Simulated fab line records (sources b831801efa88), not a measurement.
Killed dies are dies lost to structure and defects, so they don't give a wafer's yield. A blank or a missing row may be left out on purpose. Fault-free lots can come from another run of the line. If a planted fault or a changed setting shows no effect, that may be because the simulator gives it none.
8D (eight disciplines) problem report, filled in by code | flow gf180mcu | the parts of the form that need people (team, actions taken, sign-off) are left out

1. WHAT WENT WRONG
On 2 wafers of 1 lot, bias_w at GF_V1_ETCH_16 has a mean of 104.28 W; fault-free wafers read 99.98 W, standard deviation 0.28. That puts it +15 standard deviations away from the usual mean.
The step: etches BARC in N2/H2.
First seen on wafer L441.3, day 22 22:48, on rie_diel-02. The record has a number at this step for 39 wafers belonging to 13 lots. Rule for "out" (also "out of limits"): further than 4 standard deviations from the usual mean. All remaining wafers that have a number are taken as sound.

2. WHAT IT IS, AND WHAT IT ISN'T
question                    | is                | is not
which readings at this step | bias_w            | drypump_motor_current_A, oes_product_au, throttle_valve_pct
which lots                  | L441              | L428, L429, L430, L431, L432, L433, L434, L437, L448, L449, L450, L451
which wafers of those lots  | L441.3, L441.6    | L441.5
read on which tools         | rie_diel-02       | rie_diel-01, rie_diel-04
when                        | from day 22 22:48 | up to then (25 sound wafers); but 12 sound wafers of L448, L449, L450, L451 came after

3. THE SUSPECTS, EACH WITH WHAT RULES IT OUT
Counting: if a tool at a process step up to the reading ran every lot that is out, it stays a suspect. Sound lots after the first of them don't rule it out here, since some wafers of a struck lot are sound.
- rie_diel-02 at GF_V1_ETCH_16 (etches BARC in N2/H2): kept. It processed L441, the lot that is out, at day 22 22:48, and its most recent sound lot before then was L432 at day 19 21:17. Its own bias_w readings are out on those wafers.
- Within rie_diel-02 at GF_V1_ETCH_16: the wafers that are out ran in chamber 2; their sound lot-mates ran in chamber 1.
Left after counting: rie_diel-02 at GF_V1_ETCH_16.

4. THE CAUSE (what the simulator had put in)
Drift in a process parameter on rie_diel-02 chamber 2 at GF_V1_ETCH_16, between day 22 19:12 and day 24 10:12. From 100, the setting bias_w moved by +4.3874. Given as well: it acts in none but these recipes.
Counting left only this tool.

5. THE CHAIN OF EFFECTS, in route order
Each row: a reading where the mean over the struck wafers with a number is more than 3 standard deviations away from the usual. Readings are gone through only where the record gives a usual standard deviation; hours: the median, over the lots, of the time from a lot's start at the first step in this table giving one to that lot's start at this step; sigmas: the change measured in usual standard deviations.
hours | step          | reading | usual   | on struck wafers | change | sigmas
0     | GF_V1_ETCH_16 | bias_w  | 99.98 W | 104.28           | +4.30  | +15
Here are the process steps it includes:
- GF_V1_ETCH_16: etches BARC in N2/H2.

6. WHAT WOULD HAVE CAUGHT IT SOONER
4 hours passed between the start of the fault at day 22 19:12 and the first reading out of limits in this record, taken at day 22 22:48.
